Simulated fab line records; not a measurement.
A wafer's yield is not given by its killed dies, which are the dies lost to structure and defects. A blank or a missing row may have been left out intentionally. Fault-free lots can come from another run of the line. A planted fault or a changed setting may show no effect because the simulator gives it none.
Comparing a struck lot with a sound one / flow sky130 / 43 out of 708 route steps
Sound: the wafers L882.4, L882.5, L882.6. Struck: wafers L901.1, L901.3 (left out: L901.2, a lot-mate that was not struck); the cause follows at the end.
Order at every step that has rows: each side's tool, ch and its chambers, its first start. Under that, the readings that differ: sound wafers / struck wafers / difference of the means / sigmas: that difference in standard deviations of wafers without a fault.
alike: words and numbers the same on both sides, and readings whose means are apart by under 2 such deviations; not compared: readings that were withheld, readings missing a value for some wafer, numbers with overlapping values and no deviation given by the record, and bounds like >300 which may hide the same value.
A row with sigmas, a row that says differs or no value, or rows on one side alone: a step with any of these is where the two part. Numbers that don't overlap but have no deviation are shown without sigmas and don't part them. A reading that every wafer of one side lacks parts them only if that side has two wafers or more.

first, 7 steps without rows for these wafers: SKY_METAL2_HMDS_08 (prime time 60 s); SKY_METAL2_COAT_09 (resist thk 60 nm); SKY_METAL2_COAT_10 (resist thk 450 nm); SKY_METAL2_SOFTBAKE_11 (time 90 s); SKY_METAL2_EXPOSE_12 (exposes mask MM2, target cd 140 nm); SKY_METAL2_PEB_13; SKY_METAL2_DEVELOP_14 (develop time 60 s).
SKY_METAL2_CD_MEAS_15 targets a cd of 140 nm.
  struck on cd sem-02, day 41 23:16; sound on cd sem-02, day 36 07:36
  alike: cd nm
SKY_METAL2_OVL_MEAS_16:
  struck on overlay-01, day 41 23:23; sound on overlay-01, day 36 07:41
  alike: METAL2_OVL
then, 3 steps without rows for these wafers: SKY_METAL2_DESCUM_17 (chemistry O2, time 8 s); SKY_METAL2_ETCH_18 (etches BARC in N2/H2, stops on SiO2, time 45.9 s, target depth 60 nm); SKY_METAL2_METAL_ETCH_19 (etches the open film in Cl2/BCl3, stops on SiO2, target depth 360 nm, time 78 s).
SKY_METAL2_STRIP_20: strips in O2/N2.
  sound on plasma asher-04 ch 0,1, day 36 07:55; struck on plasma asher-04 ch 0, day 41 23:36
  alike: drypump motor current A, o2 flow sccm, oes product au, strip time to endpoint s
  not compared: rf hours counter h
then, 4 steps without rows for these wafers: SKY_METAL2_STRIP_21 (strips in post etch residue remover, time 1200 s); SKY_METAL2_CLEAN_22 (cleans in IPA, time 180 s); SKY_METAL2_CLEAN_23 (cleans in O3/DIW); SKY_VIA2_HDPCVD_00 (deposits SiO2, target thk 1180 nm, time 196.7 s).
SKY_VIA2_THK_MEAS_01:
  struck on film metro-04, day 42 00:20; sound on film metro-01, day 36 08:44
  alike: VIA2_HDPCVD_THK
SKY_VIA2_CMP_02: polishes SiO2.
  sound on cmp-01 ch 0,2,3, day 36 08:55; struck on cmp-02 ch 1,2, day 42 00:26
  alike: edge zone pressure frac, motor current A
SKY_VIA2_BOW_MEAS_03:
  struck on film metro-02, day 42 00:41; sound on film metro-04, day 36 09:07
  alike: VIA2_BOW
then, 8 steps without rows for these wafers: SKY_VIA2_DEHYDRATE_04 (time 60 s); SKY_VIA2_HMDS_05 (prime time 60 s); SKY_VIA2_COAT_06 (resist thk 60 nm); SKY_VIA2_COAT_07 (resist thk 450 nm); SKY_VIA2_SOFTBAKE_08 (time 90 s); SKY_VIA2_EXPOSE_09 (exposes mask VIM2, target cd 200 nm); SKY_VIA2_PEB_10; SKY_VIA2_DEVELOP_11 (develop time 60 s).
SKY_VIA2_CD_MEAS_12 targets a cd of 200 nm.
  struck on cd sem-02, day 43 00:09; sound on cd sem-01, day 37 10:55
  alike: cd nm
SKY_VIA2_OVL_MEAS_13:
  struck on overlay-01, day 43 00:16; sound on overlay-01, day 37 11:00
  alike: VIA2_OVL
SKY_VIA2_ETCH_14: etches BARC in N2/H2, stops on SiO2, time 45.9 s, target depth 60 nm.
  sound on rie diel-02 ch 1,2, day 37 11:01; struck on rie diel-03 ch 2,3, day 43 00:18
  alike: drypump motor current A, oes product au, throttle valve pct
  not compared: rf hours counter h
SKY_VIA2_ETCH_15: etches SiO2 in C4F8/O2/Ar, stops on TiN, target depth 546 nm, time 84 s.
  sound on rie diel-02 ch 1,2, day 37 11:04; struck on rie diel-03 ch 2,3, day 43 00:20
  alike: oes product au
  not compared: rf hours counter h
SKY_VIA2_STRIP_16: strips in O2/N2.
  sound on plasma asher-01 ch 0,1, day 37 11:09; struck on plasma asher-03 ch 1, day 43 00:25
reading=o2 flow sccm (sccm); sound=3013 3014 3009; struck=2994 2993; difference=-18; sigmas=-2
  alike: drypump motor current A, oes product au, strip time to endpoint s
  not compared: rf hours counter h
then, 5 steps without rows for these wafers: SKY_VIA2_STRIP_17 (strips in post etch residue remover, time 1200 s); SKY_VIA2_CLEAN_18 (cleans in IPA, time 180 s); SKY_VIA2_CLEAN_19 (cleans in O3/DIW); SKY_VIA2_SPUTTER_20 (material TiN, target thk 20 nm, time 80 s); SKY_VIA2_CVD_21 (deposits W, target thk 420 nm, time 126.4 s).
SKY_VIA2_RS_MEAS_22: measures by four-point-probe.
  struck on film metro-04, day 43 01:11; sound on film metro-04, day 37 11:58
  alike: VIA2_W_RS
SKY_VIA2_THK_MEAS_23: measures by xrf.
  struck on film metro-04, day 43 01:19; sound on film metro-04, day 37 12:03
  alike: VIA2_W_THK
SKY_VIA2_CMP_24: polishes, stops on SiO2, t overpolish 20 s, target thk 0 nm.
  sound on cmp-01 ch 0,2,3, day 37 12:14; struck on cmp-01 ch 0,1, day 43 01:22
  alike: edge zone pressure frac, motor current A, overpolish run s, time to endpoint s
then, 1 step without rows for these wafers: SKY_METAL3_SPUTTER_00 (material Ti, target thk 15 nm, time 10 s).
-- the record jumps here: 8 days lie between the struck wafers' starts before and after (it left off in module METAL3 and takes up again in module PAD_OPEN, whose first step shown is number 708 of the route) --
SKY_PAD_OPEN_PROBE_99:
  struck on prober-01, day 51 00:56; sound on prober-02, day 46 20:43
reading=killed_at_M0_to_M3; sound=47 53 43; struck=74 75; difference=+27; sigmas=+4
reading=killed at front end; sound=16 24 21; struck=7 13; difference=-10; sigmas=-2
reading=killed open; sound=51 56 53; struck=35 36; difference=-18; sigmas=-3
reading=model.etest.tester.sort n pass; sound=401 390 396; struck=352 382; difference=-29; sigmas=
reading=model.etest.tester.sort yield pct (%); sound=81.5 79.27 80.49; struck=71.54 77.64; difference=-5.83; sigmas=
reading=model.etest.tester.sort_bin_3_pct (%); sound=1.22 0.4065 1.016; struck=1.626 2.236; difference=+1.050; sigmas=
  alike: defect limited yield, killed_at_M4_up, killed at contacts, killed at other, killed dies, killed short
  not compared: model.etest.tester.sort_bin_5_pct

WHERE THEY PART
At SKY_VIA2_STRIP_16 first; at SKY_PAD_OPEN_PROBE_99 last (within this record only).

WHY: whatever the simulator had introduced
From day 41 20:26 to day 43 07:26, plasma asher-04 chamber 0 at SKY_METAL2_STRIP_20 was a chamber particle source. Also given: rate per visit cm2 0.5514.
